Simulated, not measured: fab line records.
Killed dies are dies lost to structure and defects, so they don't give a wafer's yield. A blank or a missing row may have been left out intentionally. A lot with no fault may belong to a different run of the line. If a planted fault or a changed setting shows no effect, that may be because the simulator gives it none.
fab line records + flow sky130
[record]
- lots = 6
- wafers = 18
- lastDay = 50
route steps=708 shown CAPM@554 METAL3@555 PAD_OPEN@708
lots that met no fault: taken from a fault-free run of the same line
startH: hours from the record's first day to the start of the lot's first wafer shown + waitH: hours since the lot's step before + " as in the row above + L1.1+2: a row that stands for several wafers + - no value, or no start was given + * or withheld: withheld + < > ~ a bound
route shown NAME@n: NAME is a module with steps in the file, n the number in the route of the first one + usual: mean/standard deviation of fault-free wafers + same: alike in all rows + chamber/n: place in a boat + sites: each site's reading + _std_site: their standard deviation + _edge_site: mean of outer sites minus mean of inner sites + radiusMm: how far each site lies from the wafer's centre + mask NAME#n: copy n + behind: tool/chamber where the wafer was last shaped + hold: why the lot went on hold/how many hours it stayed there/how the hold came to an end + device: names the non-switching transistor (n, p or np) + end of line: the same wafers' tests at the end of the route + step lacking rows: just its recipe + killed: not the wafer's yield, but the dies lost to structure and defects at the first sort + map: the dies of a wafer, with x for killed, . for not killed, _ for no die there
set.NAME: the run value of the setting; set.NAME@STEP: its run value at that earlier step + model.NAME: the simulator's own value behind a step, which no gauge read
lots seen at some steps along the route; tables by step, rows by wafer
services: the hour from which a tool's chamber was out of use, counted from the record's first day as startH (under 0 if before that day), plus the number of hours and why
[[steps]]
[step SKY_CAPM_CLEAN_17]
[recipe]
- chemistry = O3/DIW
- dry = n2Spin
[step SKY_METAL3_DEHYDRATE_05]
[recipe]
- tempC = 200
- timeS = 60
[step SKY_METAL3_HMDS_06]
[recipe]
- primeTimeS = 60
- primeTempC = 120
[step SKY_METAL3_COAT_07]
[recipe]
- resist = BARC
- tempC = withheld
- timeS = withheld
- spinRpm = 3000
- resistThkNm = 60
[step SKY_METAL3_COAT_08]
[recipe]
- resist = KrF-thick
- spinRpm = 3000
- resistThkNm = 1140
[step SKY_METAL3_SOFTBAKE_09]
[recipe]
- tempC = 100
- timeS = 90
- resist = KrF-thick
[step SKY_METAL3_EXPOSE_10]
[recipe]
- maskId = MM3
- na = 0.68
- sourceShape = annular
- sigmaInner = 0.4
- sigmaOuter = 0.8
- targetCdNm = 300
- doseMj = 28
[step SKY_METAL3_PEB_11]
[recipe]
- pebTempC = withheld
- pebTimeS = withheld
- resist = KrF-thick
[step SKY_METAL3_DEVELOP_12]
[recipe]
- developTimeS = 60
- resist = KrF-thick
- devTempC = 21
[step SKY_METAL3_CD_MEAS_13]
[recipe]
- targetCdNm = 300
[usual]
- cdNm = 299.8/1.6
| lot.wafer | tool     | chamber | startH  | waitH | cdNm  |
|-----------|----------|---------|---------|-------|-------|
| L936.2    | cdSem-02 | -       | 970.71  | -     | 298.4 |
| L936.4    | "        | -       | "       | "     | 299.7 |
| L936.6    | "        | -       | "       | "     | 298.6 |
| L937.2    | cdSem-02 | -       | 980.61  | -     | 299.9 |
| L937.3    | "        | -       | "       | "     | 300.1 |
| L937.4    | "        | -       | "       | "     | 299.3 |
| L940.1    | cdSem-01 | -       | 996.40  | -     | 300.4 |
| L940.2    | "        | -       | "       | "     | 301.1 |
| L940.3    | "        | -       | "       | "     | 299.6 |
| L945.1    | cdSem-01 | -       | 1034.51 | -     | 301.3 |
| L945.3    | "        | -       | "       | "     | 300.1 |
| L945.5    | "        | -       | "       | "     | 301.5 |
| L948.2    | cdSem-01 | -       | 1044.01 | -     | 300.6 |
| L948.4    | "        | -       | "       | "     | 300.5 |
| L948.6    | "        | -       | "       | "     | 299.2 |
| L949.3    | cdSem-01 | -       | 1048.12 | -     | 304.1 |
| L949.4    | "        | -       | "       | "     | 302.7 |
| L949.5    | "        | -       | "       | "     | 302.2 |
[step SKY_METAL3_OVL_MEAS_14]
[usual]
- METAL3_OVL = 1/5.4
| lot.wafer | tool       | chamber | startH  | waitH | METAL3_OVL[nm] |
|-----------|------------|---------|---------|-------|----------------|
| L936.2    | overlay-02 | -       | 970.82  | 0.1   | -4             |
| L936.4    | "          | -       | "       | "     | -3             |
| L936.6    | "          | -       | "       | "     | 0              |
| L937.2    | overlay-01 | -       | 980.72  | 0.1   | -4             |
| L937.3    | "          | -       | "       | "     | -7             |
| L937.4    | "          | -       | "       | "     | -5             |
| L940.1    | overlay-02 | -       | 996.52  | 0.1   | 2              |
| L940.2    | "          | -       | "       | "     | -7             |
| L940.3    | "          | -       | "       | "     | 0              |
| L945.1    | overlay-02 | -       | 1034.63 | 0.1   | 9              |
| L945.3    | "          | -       | "       | "     | 1              |
| L945.5    | "          | -       | "       | "     | 5              |
| L948.2    | overlay-02 | -       | 1044.12 | 0.1   | 2              |
| L948.4    | "          | -       | "       | "     | -3             |
| L948.6    | "          | -       | "       | "     | -1             |
| L949.3    | overlay-02 | -       | 1048.21 | 0.1   | 0              |
| L949.4    | "          | -       | "       | "     | -1             |
| L949.5    | "          | -       | "       | "     | 4              |
[step SKY_METAL3_DESCUM_15]
[recipe]
- chemistry = O2
- sourcePowerW = 150
- biasPowerW = 0
- pressureMtorr = 10
- tempC = 40
- timeS = 8
[usual]
- drypumpMotorCurrentA = 6.0/0.46
- heBacksideLeakSccm = 3.46/0.18
- oesProductAu = 0.999/0.0076
| lot.wafer | tool        | chamber | startH  | waitH | drypumpMotorCurrentA | heBacksideLeakSccm | oesProductAu | rfHoursCounterH |
|-----------|-------------|---------|---------|-------|----------------------|--------------------|--------------|-----------------|
| L936.2    | rieMetal-04 | 1       | 970.85  | 0.0   | 6.0                  | 3.60               | 1.003        | 11              |
| L936.4    | "           | 1       | "       | "     | 6.0                  | 3.58               | 1.015        | -               |
| L936.6    | "           | 1       | "       | "     | 6.0                  | 3.60               | 0.999        | -               |
| L937.2    | rieMetal-04 | 0       | 980.75  | 0.0   | 6.5                  | 3.34               | 1.005        | 4               |
| L937.3    | "           | 0       | "       | "     | 6.5                  | 3.42               | 0.999        | -               |
| L937.4    | "           | 1       | "       | "     | 6.0                  | 3.53               | 0.994        | -               |
| L940.1    | rieMetal-03 | 0       | 996.55  | 0.0   | 5.7                  | 3.13               | 0.996        | 12              |
| L940.2    | "           | 1       | "       | "     | 6.2                  | 3.60               | 0.977        | 15              |
| L940.3    | "           | 1       | "       | "     | 6.2                  | 3.61               | 0.987        | -               |
| L945.1    | rieMetal-01 | 0       | 1034.66 | 0.0   | 4.9                  | 3.19               | 0.989        | 16              |
| L945.3    | "           | 1       | "       | "     | 5.7                  | 3.29               | 1.011        | -               |
| L945.5    | "           | 1       | "       | "     | 5.7                  | 3.36               | 1.002        | -               |
| L948.2    | rieMetal-04 | 0       | 1044.15 | 0.0   | 6.5                  | 3.59               | 1.006        | 8               |
| L948.4    | "           | 1       | "       | "     | 6.0                  | 3.57               | 1.010        | -               |
| L948.6    | "           | 0       | "       | "     | 6.5                  | 3.52               | 1.004        | -               |
| L949.3    | rieMetal-04 | 1       | 1048.24 | 0.0   | 6.0                  | 3.75               | 0.998        | -               |
| L949.4    | "           | 0       | "       | "     | 6.5                  | 3.50               | 1.003        | -               |
| L949.5    | "           | 0       | "       | "     | 6.5                  | 3.56               | 1.002        | -               |
[step SKY_METAL3_ETCH_16]
[recipe]
- chemistry = N2/H2
- target = BARC
- ionEnergyEv = 200
- biasW = 100
- pressureMtorr = 30
- n2FlowSccm = 100
- h2FlowSccm = 200
- icpW = 500
- stopOn = SiO2
- timeS = 88.2
- targetDepthA = 600
[usual]
- drypumpMotorCurrentA = 6.0/0.46
- h2FlowSccm = 199.9/0.59
- heBacksideLeakSccm = 3.5/0.34
- oesProductAu = 0.625/0.0042
- rfFwdPowerW = 496.8/1.8
- throttleValvePct = 13.204/0.0082
| lot.wafer | tool        | chamber | startH  | waitH | drypumpMotorCurrentA | h2FlowSccm | heBacksideLeakSccm | oesProductAu | rfFwdPowerW | rfHoursCounterH | throttleValvePct | model.KrF-thick_of_METAL3_COAT_08.thkNm | model.SiO2_of_CAPM_CVD_00.thkNm |
|-----------|-------------|---------|---------|-------|----------------------|------------|--------------------|--------------|-------------|-----------------|------------------|-----------------------------------------|---------------------------------|
| L936.2    | rieMetal-04 | 1       | 970.88  | 0.0   | 6.0                  | 199.0      | 3.5                | 0.624        | 574.0       | 11              | 13.200           | 1066                                    | 14.97                           |
| L936.4    | "           | 1       | "       | "     | 6.0                  | 200.0      | 3.5                | 0.623        | 576.3       | -               | 13.206           | 1069                                    | 15.08                           |
| L936.6    | "           | 1       | "       | "     | 6.0                  | 198.8      | 3.3                | 0.631        | 578.4       | -               | 13.209           | 1068                                    | 15.2                            |
| L937.2    | rieMetal-04 | 0       | 980.78  | 0.0   | 6.5                  | 199.7      | 3.5                | 0.631        | 575.6       | 4               | 13.214           | 1075                                    | 14.78                           |
| L937.3    | "           | 0       | "       | "     | 6.5                  | 200.8      | 3.5                | 0.627        | 577.4       | -               | 13.181           | 1073                                    | 14.52                           |
| L937.4    | "           | 1       | "       | "     | 6.0                  | 200.0      | 3.5                | 0.622        | 578.1       | -               | 13.192           | 1072                                    | 14.88                           |
| L940.1    | rieMetal-03 | 0       | 996.59  | 0.0   | 5.8                  | 199.7      | 3.1                | 0.620        | 497.3       | 12              | 13.211           | 1076                                    | 15.41                           |
| L940.2    | "           | 1       | "       | "     | 6.2                  | 200.0      | 3.6                | 0.634        | 498.7       | 15              | 13.198           | 1075                                    | 15.37                           |
| L940.3    | "           | 1       | "       | "     | 6.3                  | 200.0      | 3.6                | 0.625        | 499.0       | -               | 13.207           | 1083                                    | 14.96                           |
| L945.1    | rieMetal-01 | 0       | 1034.69 | 0.0   | 4.9                  | 200.2      | 3.4                | 0.621        | 498.6       | 16              | 13.209           | 1074                                    | 15.27                           |
| L945.3    | "           | 1       | "       | "     | 5.7                  | 200.0      | 3.2                | 0.626        | 496.1       | -               | 13.209           | 1074                                    | 15.34                           |
| L945.5    | "           | 1       | "       | "     | 5.8                  | 200.0      | 3.2                | 0.625        | 496.4       | -               | 13.205           | 1074                                    | 15.7                            |
| L948.2    | rieMetal-04 | 0       | 1044.18 | 0.0   | 6.6                  | 200.1      | 3.5                | 0.617        | 497.1       | 8               | 13.206           | 1076                                    | 15.62                           |
| L948.4    | "           | 1       | "       | "     | 6.0                  | 200.2      | 3.6                | 0.629        | 495.3       | -               | 13.198           | 1074                                    | 15.59                           |
| L948.6    | "           | 0       | "       | "     | 6.5                  | 199.6      | 3.6                | 0.633        | 495.4       | -               | 13.191           | 1074                                    | 15.85                           |
| L949.3    | rieMetal-04 | 1       | 1048.30 | 0.0   | 6.0                  | 199.9      | 3.5                | 0.624        | 496.8       | -               | 13.217           | 1071                                    | 15.42                           |
| L949.4    | "           | 0       | "       | "     | 6.5                  | 200.0      | 3.4                | 0.622        | 496.2       | -               | 13.211           | 1071                                    | 15.56                           |
| L949.5    | "           | 0       | "       | "     | 6.5                  | 199.6      | 3.5                | 0.626        | 495.1       | -               | 13.191           | 1070                                    | 15.41                           |
[step SKY_METAL3_ETCH_17]
[recipe]
- target = SiO2
- stopOn = TiN
- chemistry = C4F8/O2/Ar
- sourceW = 1500
- biasW = 1200
- pressureMtorr = 40
- c4f8FlowSccm = withheld
- O2_flow_sccm = 6
- Ar_flow_sccm = 300
- timeS = 3.9
- targetDepthA = 150
[usual]
- oesProductAu = 0.753/0.0066
- rfFwdPowerW = 1467/7.8
| lot.wafer | tool       | chamber | startH  | waitH | oesProductAu | rfFwdPowerW |
|-----------|------------|---------|---------|-------|--------------|-------------|
| L936.2    | rieDiel-01 | 2       | 970.98  | 0.1   | 0.751        | 1476        |
| L936.4    | "          | 2       | "       | "     | 0.742        | 1482        |
| L936.6    | "          | 1       | "       | "     | 0.746        | 1468        |
| L937.2    | rieDiel-01 | 1       | 980.88  | 0.1   | 0.737        | 1457        |
| L937.3    | "          | 0       | "       | "     | 0.733        | 1469        |
| L937.4    | "          | 1       | "       | "     | 0.745        | 1459        |
| L940.1    | rieDiel-04 | 3       | 996.68  | 0.1   | 0.756        | 1470        |
| L940.2    | "          | 2       | "       | "     | 0.754        | 1457        |
| L940.3    | "          | 1       | "       | "     | 0.743        | 1470        |
| L945.1    | rieDiel-02 | 1       | 1034.79 | 0.1   | 0.743        | 1472        |
| L945.3    | "          | 3       | "       | "     | 0.743        | 1476        |
| L945.5    | "          | 0       | "       | "     | 0.756        | 1460        |
| L948.2    | rieDiel-02 | 3       | 1044.28 | 0.1   | 0.751        | 1478        |
| L948.4    | "          | 1       | "       | "     | 0.756        | 1457        |
| L948.6    | "          | 0       | "       | "     | 0.752        | 1464        |
| L949.3    | rieDiel-02 | 3       | 1048.36 | 0.0   | 0.749        | 1478        |
| L949.4    | "          | 0       | "       | "     | 0.759        | 1462        |
| L949.5    | "          | 3       | "       | "     | 0.750        | 1478        |
[step SKY_PAD_OPEN_PROBE_99]
[usual]
- defectLimitedYield = 82.4/1.9
- killed_at_M0_to_M3 = 43/7.5
- killed_at_M4_up = 3.3/1.9
- killedAtContacts = 24/4.6
- killedAtFrontEnd = 16/4.9
- killedAtOther = 0.2/0.46
- killedDies = 87/9.1
- killedOpen = 47/7.4
- killedShort = 39/6.6
- sort_bin_3_pad_short = 0.9/0.43
- sort_bin_5_function = 10.3/1.4
- sort_bin_6_memory = 6.4/1.1
- sortNPass = 405/9.1
- sortYieldPct = 82.4/1.9
[same]
- grossDies = 492
- killedAtBackSide = 0
- sort_bin_4_leakage[%] = 0
- sort_bin_8_speed[%] = 0
| lot.wafer | tool      | chamber | startH  | waitH | defectLimitedYield[%] | killed_at_M0_to_M3 | killed_at_M4_up | killedAtContacts | killedAtFrontEnd | killedAtOther | killedDies | killedOpen | killedShort | sort_bin_3_pad_short[%] | sort_bin_5_function[%] | sort_bin_6_memory[%] | sortNPass | sortYieldPct[%] |
|-----------|-----------|---------|---------|-------|-----------------------|--------------------|-----------------|------------------|------------------|---------------|------------|------------|-------------|-------------------------|------------------------|----------------------|-----------|-----------------|
| L936.2    | prober-02 | -       | 1132.56 | 0.1   | 82.3                  | 51                 | 1               | 23               | 10               | 2             | 87         | 41         | 45          | 0.8                     | 11.4                   | 5.5                  | 405       | 82.3            |
| L936.4    | prober-02 | -       | 1132.66 | 0.2   | 83.3                  | 38                 | 3               | 24               | 16               | 1             | 82         | 47         | 35          | 0.2                     | 11.0                   | 5.5                  | 410       | 83.3            |
| L936.6    | prober-02 | -       | 1132.76 | 0.2   | 83.3                  | 37                 | 4               | 20               | 21               | 0             | 82         | 37         | 44          | 0.8                     | 9.3                    | 6.5                  | 410       | 83.3            |
| L937.3    | prober-01 | -       | 1140.62 | 0.2   | 83.5                  | 38                 | 2               | 27               | 14               | 0             | 81         | 45         | 36          | 0.6                     | 8.1                    | 7.7                  | 411       | 83.5            |
// killed by level:class
L936.2 CONTACT:geometricParticle:open=13 VIA1:geometricParticle:open=11 VIA1:geometricParticle:short=8 VIA3:geometricParticle:short=6 METAL2:geometricParticle:short=5 VIA2:geometricParticle:short=5 CONTACT:geometricParticle:short=4 METAL1:geometricParticle:short=4
L936.4 VIA1:geometricParticle:open=10 CONTACT:geometricParticle:short=8 VIA2:geometricParticle:open=8 FIELD_ISO:geometricParticle:open=7 CONTACT:geometricParticle:open=7 VIA3:geometricParticle:open=5 LOCAL_INTERCONNECT:geometricParticle:short=4 VIA1:geometricParticle:short=4
L936.6 METAL1:geometricParticle:short=8 VIA3:geometricParticle:open=7 CONTACT:geometricParticle:short=6 CONTACT:geometricParticle:open=6 VIA1:geometricParticle:open=6 FIELD_ISO:geometricParticle:open=5 POLY_GATE:geometricParticle:short=5 METAL2:geometricParticle:short=5
L937.3 CONTACT:geometricParticle:open=9 VIA2:geometricParticle:open=8 LI_CONTACT:geometricParticle:open=7 VIA1:geometricParticle:open=7 VIA3:geometricParticle:open=6 FIELD_ISO:geometricParticle:short=6 CONTACT:geometricParticle:short=5 METAL1:geometricParticle:short=5
[[services]]
| tool        | chamber | startH  | hours | kind          |
|-------------|---------|---------|-------|---------------|
| rieMetal-04 | 1       | 953.63  | 8.5   | repair        |
| rieDiel-01  | 3       | 957.04  | 31.2  | repair        |
| rieDiel-04  | 3       | 976.97  | 8.4   | repair        |
| rieDiel-02  | 3       | 1002.67 | -     | clean         |
| rieDiel-02  | 3       | 1002.67 | 26.1  | scheduledDown |
| rieDiel-02  | 3       | 1002.67 | 26.1  | ventCycle     |
| rieMetal-04 | -       | 1006.17 | 2.8   | pm            |
| rieDiel-01  | 3       | 1018.43 | 3.9   | repair        |
| rieMetal-03 | -       | 1038.52 | 28.1  | pm            |
[[key]]
[firstSign]
- step = SKY_METAL3_ETCH_16
- reading = rfFwdPowerW
- direction = up
- sigmas = 45
- usual = 496.8
- struck = 576.6
effect none on later readings
[modelEffect]
- step = SKY_METAL3_ETCH_16
- value = KrF-thick_of_METAL3_COAT_08.thkNm
- without = 1078
- struck = 1071
metAt SKY_METAL3_ETCH_16
struckWafers L936.2,L936.4,L936.6,L937.2,L937.3,L937.4
[fault]
- kind = processParameterDrift
- tool = rieMetal-04
- chamber = -
- onsetH = 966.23
- steps = SKY_METAL3_ETCH_16
- channel = icpW
- offset = 80
- shape = step
- endH = 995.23
- actsIn = theseRecipesOnly
- stated = 500
